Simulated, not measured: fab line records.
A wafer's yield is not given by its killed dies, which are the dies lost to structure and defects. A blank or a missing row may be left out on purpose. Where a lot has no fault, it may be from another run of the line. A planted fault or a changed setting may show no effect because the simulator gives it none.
fab line records + flow sky130
[record]
- lots = 6
- wafers = 18
- lastDay = 50
route steps=708 shown VT_ADJUST_PCH@148 SONOS_TUNNEL@154 PAD_OPEN@708
lots that met no fault: taken from a fault-free run of the same line
startH: the number of hours between the record's first day and the start of the first shown wafer of the lot + waitH: hours since the lot's step before + " same as the row above + L1.1+2: several wafers, shown together as one row + - value missing, or start not given + * or withheld: withheld + < > ~ a bound
route shown NAME@n: names a module that has steps shown in the file, with the first one's number in the route + usual: mean and standard deviation over wafers with no fault + same: alike in all rows + chamber/n: place in a boat + sites: each site's reading + _std_site: standard deviation across them + _edge_site: mean of outer sites minus mean of inner sites + radiusMm: for every site, how far away it sits from the centre of the wafer + mask NAME#n: copy n + behind: the last tool/chamber to shape the wafer + hold: reason for holding the lot/hours on hold/outcome of the hold + device: names the non-switching transistor (n, p or np) + end of line: the same wafers' tests at the end of the route + for a step that has no rows: nothing shown but its recipe + killed: dies that structure and defects cost at the first sort, which is not the same as the wafer's yield + map: a wafer's dies, marking killed ones x, the rest . and places with no die _
set.NAME: the run value of the setting; set.NAME@STEP: its run value at that earlier step + model.NAME: the simulator's own value behind a step, which no gauge read
a table for each step, a row for each wafer; lots at some steps of the route
services: the hour from which a tool's chamber was out of use, counted from the record's first day as startH (under 0 if before that day), plus the number of hours and why
[[steps]]
[step SKY_VT_ADJUST_PCH_PEB_05]
[recipe]
- tempC = 115
- timeS = withheld
[step SKY_VT_ADJUST_PCH_DEVELOP_06]
[recipe]
- wallAngleDeg = 90
- developer = TMAH
- developTimeS = 60
- devTempC = 23
[step SKY_VT_ADJUST_PCH_OVL_MEAS_07]
[usual]
- VT_ADJUST_PCH_OVL = -0.1/1.4
| lot.wafer | tool       | chamber | startH | waitH | VT_ADJUST_PCH_OVL[nm] |
|-----------|------------|---------|--------|-------|-----------------------|
| L908.1    | overlay-01 | -       | 236.38 | -     | 0.9                   |
| L908.2    | "          | -       | "      | "     | -0.3                  |
| L908.5    | "          | -       | "      | "     | 0.4                   |
| L913.1    | overlay-02 | -       | 283.82 | -     | 2.9                   |
| L913.2    | "          | -       | "      | "     | -0.8                  |
| L913.5    | "          | -       | "      | "     | 1.7                   |
| L916.1    | overlay-02 | -       | 303.93 | -     | -0.5                  |
| L916.2    | "          | -       | "      | "     | -1.3                  |
| L916.3    | "          | -       | "      | "     | 1.9                   |
| L917.3    | overlay-02 | -       | 306.68 | -     | -1.9                  |
| L917.4    | "          | -       | "      | "     | -1.7                  |
| L917.5    | "          | -       | "      | "     | -0.5                  |
| L928.3    | overlay-02 | -       | 390.87 | -     | 0.5                   |
| L928.4    | "          | -       | "      | "     | -0.1                  |
| L928.6    | "          | -       | "      | "     | -1.4                  |
| L929.2    | overlay-01 | -       | 400.36 | -     | -0.8                  |
| L929.5    | "          | -       | "      | "     | -0.6                  |
| L929.6    | "          | -       | "      | "     | -0.9                  |
[step SKY_VT_ADJUST_PCH_IMPLANT_08]
[recipe]
- species = B
- energyKev = 10
- doseCm2 = 5e+11
- tiltDeg = withheld
[step SKY_VT_ADJUST_PCH_STRIP_09]
[recipe]
- chemistry = O2/N2
- powerW = 1400
- pressureMtorr = 1500
- platenTempC = withheld
- o2FlowSccm = 3000
- n2FlowSccm = 300
- overashFraction = 0.5
[usual]
- drypumpMotorCurrentA = 5.6/0.37
- oesProductAu = 0.722/0.0048
- stripTimeToEndpointS = 36.88/0.1
| lot.wafer | tool           | chamber | startH | waitH | drypumpMotorCurrentA | oesProductAu | rfHoursCounterH | stripTimeToEndpointS |
|-----------|----------------|---------|--------|-------|----------------------|--------------|-----------------|----------------------|
| L908.1    | plasmaAsher-01 | 1       | 236.56 | 0.1   | 5.5                  | 0.722        | 43              | 36.93                |
| L908.2    | "              | 0       | "      | "     | 5.9                  | 0.709        | 43              | 36.95                |
| L908.5    | "              | 1       | "      | "     | 5.5                  | 0.728        | -               | 36.87                |
| L913.1    | plasmaAsher-04 | 1       | 284.00 | 0.1   | 5.2                  | 0.728        | 62              | 37.11                |
| L913.2    | "              | 0       | "      | "     | 6.2                  | 0.717        | 62              | 37.01                |
| L913.5    | "              | 0       | "      | "     | 6.2                  | 0.716        | -               | 36.95                |
| L916.1    | plasmaAsher-01 | 1       | 304.11 | 0.1   | 5.5                  | 0.734        | 49              | 36.94                |
| L916.2    | "              | 0       | "      | "     | 5.9                  | 0.722        | 49              | 36.92                |
| L916.3    | "              | 1       | "      | "     | 5.5                  | 0.726        | -               | 36.93                |
| L917.3    | plasmaAsher-04 | 1       | 306.89 | 0.1   | 5.2                  | 0.724        | -               | 36.93                |
| L917.4    | "              | 0       | "      | "     | 6.2                  | 0.724        | -               | 36.84                |
| L917.5    | "              | 0       | "      | "     | 6.2                  | 0.723        | -               | 36.94                |
| L928.3    | plasmaAsher-01 | 0       | 391.08 | 0.1   | 5.9                  | 0.733        | -               | 36.91                |
| L928.4    | "              | 1       | "      | "     | 5.5                  | 0.720        | -               | 37.02                |
| L928.6    | "              | 1       | "      | "     | 5.5                  | 0.719        | -               | 36.90                |
| L929.2    | plasmaAsher-02 | 1       | 400.54 | 0.1   | 5.5                  | 0.723        | 27              | 36.85                |
| L929.5    | "              | 1       | "      | "     | 5.5                  | 0.716        | -               | 36.82                |
| L929.6    | "              | 0       | "      | "     | 5.0                  | 0.718        | -               | 36.91                |
[step SKY_VT_ADJUST_PCH_TW_MEAS_10]
[usual]
- VT_ADJUST_PCH_TW = 142.6/1.4
| lot.wafer | tool         | chamber | startH | waitH | VT_ADJUST_PCH_TW |
|-----------|--------------|---------|--------|-------|------------------|
| L908.1    | filmMetro-04 | -       | 236.66 | 0.1   | 142.2            |
| L908.2    | "            | -       | "      | "     | 142.4            |
| L908.5    | "            | -       | "      | "     | 141.8            |
| L913.1    | filmMetro-03 | -       | 284.10 | 0.1   | 144.0            |
| L913.2    | "            | -       | "      | "     | 144.5            |
| L913.5    | "            | -       | "      | "     | 144.9            |
| L916.1    | filmMetro-01 | -       | 304.21 | 0.1   | 140.5            |
| L916.2    | "            | -       | "      | "     | 141.5            |
| L916.3    | "            | -       | "      | "     | 141.0            |
| L917.3    | filmMetro-03 | -       | 306.97 | 0.1   | 143.7            |
| L917.4    | "            | -       | "      | "     | 144.5            |
| L917.5    | "            | -       | "      | "     | 144.1            |
| L928.3    | filmMetro-01 | -       | 391.16 | 0.1   | 140.3            |
| L928.4    | "            | -       | "      | "     | 140.8            |
| L928.6    | "            | -       | "      | "     | 141.3            |
| L929.2    | filmMetro-03 | -       | 400.65 | 0.1   | 142.1            |
| L929.5    | "            | -       | "      | "     | 141.6            |
| L929.6    | "            | -       | "      | "     | 142.4            |
[step SKY_SONOS_TUNNEL_DEHYDRATE_00]
[recipe]
- tempC = 200
- timeS = 60
[step SKY_SONOS_TUNNEL_HMDS_01]
[recipe]
- primeTimeS = 60
- primeTempC = 120
[step SKY_SONOS_TUNNEL_COAT_02]
[recipe]
- resist = NOVOLAK
- spinRpm = 3000
- resistThkNm = 1140
[step SKY_SONOS_TUNNEL_SOFTBAKE_03]
[recipe]
- tempC = 90
- timeS = 60
- resist = NOVOLAK
[step SKY_SONOS_TUNNEL_EXPOSE_04]
[recipe]
- maskId = TUNM
- na = 0.6
- sourceShape = conventional
- sigmaOuter = 0.6
- polarization = unpolarized
- targetCdNm = 410
- doseMj = 136
[step SKY_SONOS_TUNNEL_PEB_05]
[recipe]
- tempC = withheld
- timeS = *
- resist = NOVOLAK
[step SKY_SONOS_TUNNEL_DEVELOP_06]
[recipe]
- resist = NOVOLAK
- developer = TMAH
- developTimeS = 60
- devTempC = 23
| lot.wafer  | tool          | chamber | startH | waitH |
|------------|---------------|---------|--------|-------|
| L908.1+2+5 | lithoTrack-02 | 0       | 259.68 | 0.1   |
| L913.1+2+5 | lithoTrack-02 | 0       | 306.28 | 0.1   |
| L916.1+2+3 | lithoTrack-02 | 0       | 331.28 | 0.1   |
| L917.3+4+5 | lithoTrack-04 | 0       | 334.36 | 0.1   |
| L928.3+4+6 | lithoTrack-03 | 0       | 418.96 | 0.1   |
| L929.2+5+6 | lithoTrack-03 | 0       | 431.23 | 0.1   |
[step SKY_SONOS_TUNNEL_CD_MEAS_07]
[recipe]
- targetCdNm = 410
[usual]
- cdNm = 409.6/2.4
| lot.wafer | tool     | chamber | startH | waitH | cdNm  |
|-----------|----------|---------|--------|-------|-------|
| L908.1    | cdSem-01 | -       | 259.83 | 0.1   | 408.6 |
| L908.2    | "        | -       | "      | "     | 408.0 |
| L908.5    | "        | -       | "      | "     | 408.4 |
| L913.1    | cdSem-01 | -       | 306.43 | 0.1   | 362.9 |
| L913.2    | "        | -       | "      | "     | 362.8 |
| L913.5    | "        | -       | "      | "     | 361.1 |
| L916.1    | cdSem-01 | -       | 331.43 | 0.1   | 371.6 |
| L916.2    | "        | -       | "      | "     | 371.8 |
| L916.3    | "        | -       | "      | "     | 371.6 |
| L917.3    | cdSem-01 | -       | 334.50 | 0.1   | 412.5 |
| L917.4    | "        | -       | "      | "     | 412.9 |
| L917.5    | "        | -       | "      | "     | 412.4 |
| L928.3    | cdSem-01 | -       | 419.10 | 0.1   | 409.1 |
| L928.4    | "        | -       | "      | "     | 411.6 |
| L928.6    | "        | -       | "      | "     | 410.5 |
| L929.2    | cdSem-02 | -       | 431.38 | 0.1   | 411.6 |
| L929.5    | "        | -       | "      | "     | 413.0 |
| L929.6    | "        | -       | "      | "     | 413.6 |
[step SKY_SONOS_TUNNEL_OVL_MEAS_08]
[usual]
- SONOS_TUNNEL_OVL = 2.1/1.6
| lot.wafer | tool       | chamber | startH | waitH | SONOS_TUNNEL_OVL[nm] |
|-----------|------------|---------|--------|-------|----------------------|
| L908.1    | overlay-02 | -       | 259.95 | 0.1   | 2.8                  |
| L908.2    | "          | -       | "      | "     | 3.3                  |
| L908.5    | "          | -       | "      | "     | 2.2                  |
| L913.1    | overlay-01 | -       | 306.55 | 0.1   | 2.0                  |
| L913.2    | "          | -       | "      | "     | 2.9                  |
| L913.5    | "          | -       | "      | "     | 3.2                  |
| L916.1    | overlay-01 | -       | 331.55 | 0.1   | 1.1                  |
| L916.2    | "          | -       | "      | "     | 2.2                  |
| L916.3    | "          | -       | "      | "     | 4.1                  |
| L917.3    | overlay-02 | -       | 334.59 | 0.1   | -1.0                 |
| L917.4    | "          | -       | "      | "     | 1.5                  |
| L917.5    | "          | -       | "      | "     | 0.7                  |
| L928.3    | overlay-02 | -       | 419.19 | 0.1   | 2.4                  |
| L928.4    | "          | -       | "      | "     | 2.4                  |
| L928.6    | "          | -       | "      | "     | 2.2                  |
| L929.2    | overlay-01 | -       | 431.48 | 0.1   | 1.8                  |
| L929.5    | "          | -       | "      | "     | 0.5                  |
| L929.6    | "          | -       | "      | "     | 1.7                  |
[step SKY_PAD_OPEN_PROBE_99]
[usual]
- killed_at_M0_to_M3 = 43/7.5
- killed_at_M4_up = 2.8/1.8
- killedAtContacts = 24/5.3
- killedAtFrontEnd = 14/4.2
- killedAtOther = 0.3/0.54
- killedDies = 84/9.4
- killedOpen = 46/7.1
- killedShort = 38/6.6
[same]
- grossDies = 492
- killedAtBackSide = 0
| lot.wafer | tool      | chamber | startH  | waitH | killed_at_M0_to_M3 | killed_at_M4_up | killedAtContacts | killedAtFrontEnd | killedAtOther | killedDies | killedOpen | killedShort |
|-----------|-----------|---------|---------|-------|--------------------|-----------------|------------------|------------------|---------------|------------|------------|-------------|
| L908.1    | prober-01 | -       | 1082.26 | 0.1   | 52                 | 2               | 25               | 13               | 0             | 92         | 48         | 44          |
| L908.2    | prober-01 | -       | 1082.31 | 0.1   | 52                 | 4               | 20               | 12               | 0             | 88         | 37         | 51          |
| L908.5    | prober-01 | -       | 1082.46 | 0.2   | 41                 | 1               | 25               | 6                | 1             | 74         | 40         | 34          |
| L913.1    | prober-01 | -       | 1121.96 | 0.1   | 40                 | 2               | 27               | 15               | 0             | 84         | 44         | 40          |
| L913.2    | prober-01 | -       | 1122.01 | 0.1   | 33                 | 2               | 29               | 5                | 0             | 69         | 40         | 29          |
| L913.5    | prober-01 | -       | 1122.16 | 0.2   | 43                 | 4               | 27               | 20               | 2             | 96         | 40         | 56          |
| L928.3    | prober-01 | -       | 1192.41 | 0.2   | 33                 | 1               | 24               | 14               | 0             | 72         | 41         | 31          |
| L928.4    | prober-01 | -       | 1192.46 | 0.2   | 58                 | 1               | 31               | 14               | 0             | 104        | 63         | 41          |
| L928.6    | prober-01 | -       | 1192.56 | 0.2   | 32                 | 3               | 34               | 8                | 0             | 77         | 40         | 37          |
| L929.2    | prober-01 | -       | 1194.27 | 0.1   | 42                 | 3               | 28               | 15               | 0             | 88         | 58         | 30          |
| L929.5    | prober-01 | -       | 1194.42 | 0.2   | 42                 | 7               | 23               | 10               | 0             | 82         | 41         | 41          |
| L929.6    | prober-01 | -       | 1194.47 | 0.2   | 42                 | 4               | 22               | 18               | 0             | 86         | 47         | 38          |
// killed by level:class
L908.1 VIA1:geometricParticle:open=14 VIA2:geometricParticle:open=14 VIA1:geometricParticle:short=10 CONTACT:geometricParticle:short=9 CONTACT:geometricParticle:open=7 FIELD_ISO:geometricParticle:open=5 LOCAL_INTERCONNECT:geometricParticle:short=5 METAL2:geometricParticle:short=5
L908.2 VIA1:geometricParticle:open=12 CONTACT:geometricParticle:open=9 METAL2:geometricParticle:short=7 METAL3:geometricParticle:short=7 LOCAL_INTERCONNECT:geometricParticle:short=6 VIA1:geometricParticle:short=6 VIA2:geometricParticle:open=5 FIELD_ISO:geometricParticle:short=4
L908.5 CONTACT:geometricParticle:open=9 LI_CONTACT:geometricParticle:open=8 VIA1:geometricParticle:short=8 VIA1:geometricParticle:open=8 CONTACT:geometricParticle:short=5 VIA2:geometricParticle:open=5 METAL1:geometricParticle:short=4 VIA2:geometricParticle:short=4
L913.1 CONTACT:geometricParticle:open=16 VIA1:geometricParticle:open=8 METAL1:geometricParticle:short=7 POLY_GATE:geometricParticle:short=5 METAL2:geometricParticle:short=5 VIA3:geometricParticle:open=5 METAL3:geometricParticle:short=4 VIA3:geometricParticle:short=4
L913.2 CONTACT:geometricParticle:open=12 VIA3:geometricParticle:open=10 LI_CONTACT:geometricParticle:open=6 CONTACT:geometricParticle:short=6 METAL1:geometricParticle:short=6 METAL2:geometricParticle:short=5 VIA1:geometricParticle:open=4 VIA2:geometricParticle:open=4
L913.5 VIA1:geometricParticle:open=11 METAL1:geometricParticle:short=8 CONTACT:geometricParticle:short=6 LI_CONTACT:geometricParticle:open=6 CONTACT:geometricParticle:open=6 FIELD_ISO:geometricParticle:open=5 LOCAL_INTERCONNECT:geometricParticle:short=5 METAL3:geometricParticle:short=5
L928.3 VIA1:geometricParticle:open=16 LI_CONTACT:geometricParticle:open=6 CONTACT:geometricParticle:open=5 LOCAL_INTERCONNECT:geometricParticle:short=5 VIA2:geometricParticle:open=5 POLY_GATE:geometricParticle:short=4 LI_CONTACT:geometricParticle:short=4 FIELD_ISO:geometricParticle:short=3
L928.4 VIA1:geometricParticle:open=23 CONTACT:geometricParticle:open=16 METAL1:geometricParticle:short=8 FIELD_ISO:geometricParticle:short=6 VIA1:geometricParticle:short=6 METAL2:geometricParticle:short=6 LI_CONTACT:geometricParticle:open=5 VIA3:geometricParticle:open=5
L928.6 LOCAL_INTERCONNECT:geometricParticle:short=11 LI_CONTACT:geometricParticle:open=10 METAL1:geometricParticle:short=8 CONTACT:geometricParticle:open=8 VIA1:geometricParticle:open=7 VIA2:geometricParticle:open=5 VIA3:geometricParticle:open=3 CONTACT:geometricParticle:short=3
L929.2 LI_CONTACT:geometricParticle:open=13 CONTACT:geometricParticle:open=10 VIA1:geometricParticle:open=9 VIA1:geometricParticle:short=9 POLY_GATE:geometricParticle:open=7 VIA2:geometricParticle:open=5 VIA3:geometricParticle:open=4 METAL2:geometricParticle:short=4
L929.5 VIA1:geometricParticle:open=8 CONTACT:geometricParticle:open=8 VIA2:geometricParticle:open=7 CONTACT:geometricParticle:short=6 VIA1:geometricParticle:short=6 FIELD_ISO:geometricParticle:open=5 METAL2:geometricParticle:short=5 VIA3:geometricParticle:short=5
L929.6 VIA1:geometricParticle:open=9 VIA2:geometricParticle:open=8 CONTACT:geometricParticle:open=7 FIELD_ISO:geometricParticle:short=6 LI_CONTACT:geometricParticle:open=6 VIA1:geometricParticle:short=6 VIA3:geometricParticle:open=6 FIELD_ISO:geometricParticle:open=4
[[services]]
| tool           | chamber | startH | hours | kind                     |
|----------------|---------|--------|-------|--------------------------|
| lithoTrack-02  | -       | 223.61 | -     | consumableReplace:filter |
| plasmaAsher-01 | -       | 238.08 | 10.6  | repair                   |
| plasmaAsher-02 | -       | 259.38 | 0.3   | repair                   |
| plasmaAsher-02 | -       | 268.93 | 1.0   | repair                   |
| plasmaAsher-02 | -       | 295.31 | 2.1   | repair                   |
| plasmaAsher-02 | -       | 329.51 | 6.4   | repair                   |
| plasmaAsher-01 | -       | 332.88 | 0.4   | repair                   |
| plasmaAsher-01 | -       | 336.74 | 2.2   | repair                   |
| plasmaAsher-04 | -       | 342.01 | 4.0   | repair                   |
| plasmaAsher-04 | -       | 394.40 | 14.6  | pm                       |
| plasmaAsher-04 | -       | 409.00 | 30.8  | pm                       |
| plasmaAsher-01 | -       | 430.03 | 14.6  | pm                       |
[[key]]
[firstSign]
- step = SKY_SONOS_TUNNEL_CD_MEAS_07
- reading = cdNm
- direction = down
- sigmas = 18
- usual = 409.6
- struck = 367.0
- through = controlLoop
effect none on later readings
metAt SKY_SONOS_TUNNEL_DEVELOP_06
struckWafers L913.1,L913.2,L913.5,L916.1,L916.2,L916.3
rowsEnd L916.1,L916.2,L916.3
testerLeftOut L913
[loopTrim]
- step = SKY_SONOS_TUNNEL_EXPOSE_04
- setting = dose
- lots = L916
onsetBetween 259.68 306.28
[fault]
- kind = processParameterDrift
- tool = lithoTrack-02
- chamber = -
- onsetH = 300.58
- steps = SKY_SONOS_TUNNEL_DEVELOP_06
- channel = developTimeS
- offset = *
- shape = step
- endH = 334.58
- actsIn = *
- stated = *
// testerLeftOut: of these lots the tester's yield and bins aren't shown, on N5 and GAA mostly nor the transistor test; their killed dies are dies lost to structure and defects alone, not to doping, threshold or leakage, so they don't give the yield
// rowsEnd: these wafers met a further fault down the route, and their rows from its step on are left out
// loopTrim: a control loop set the setting to another value than it would have without faults
